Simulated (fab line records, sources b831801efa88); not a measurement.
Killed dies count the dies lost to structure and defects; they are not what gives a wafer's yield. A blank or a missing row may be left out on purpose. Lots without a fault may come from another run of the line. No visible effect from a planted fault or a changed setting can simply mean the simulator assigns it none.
Matching of chambers -- flow sky130 -- SKY_PASSIVATION_CVD_02 on pecvd-02 has 3 sister chambers
The step deposits Si3N4, target thk 540 nm. 6 wafers are shown with their chamber, then 8 later ones without.

## WAFERS, EACH WITH ITS CHAMBER
wafer,chamber,heaterPowerW (W),susceptorTempC (C)
L636.4,1,663,400.33
L638.5,0,971,399.95
L638.6,1,595,399.87
L643.3,0,976,399.89
L643.5,2,643,400.28
L644.4,2,700,400.00

## WAFERS MISSING THEIR CHAMBER
wafer,heaterPowerW (W),susceptorTempC (C)
L644.5,686,400.03
L644.6,998,399.75
L645.1,680,399.99
L645.3,922,399.96
L645.6,970,400.18
L648.1,957,400.00
L648.2,705,399.79
L648.3,593,400.10

## CHAMBER TAKEN BY EACH
wafer,from the rows above,in truth
L644.5,can't be placed: 2 or 1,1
L644.6,0,0
L645.1,can't be placed: 2 or 1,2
L645.3,0,0
L645.6,0,0
L648.1,0,0
L648.2,can't be placed: 2 or 1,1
L648.3,can't be placed: 1 or 2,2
Placed correctly: 4 of 8. Cannot be placed on the basis of these rows: 4; the candidates contain the true chamber in 4. Placed wrongly: 0.
How it was worked out, from the rows above alone: a wafer's distance from a chamber is the root of the sum, over the readings, of the square of ((its reading less the chamber's mean) divided by the reading's scatter). If the next closest chamber is less than 2 further off than the closest, the wafer can't be placed; otherwise it belongs to the closest. Each chamber's mean is taken over the wafers shown for it. How the scatter is found: for the shown wafers, subtract from each reading the mean of its chamber, square and add these, divide the total by (wafers less chambers), then take the root.
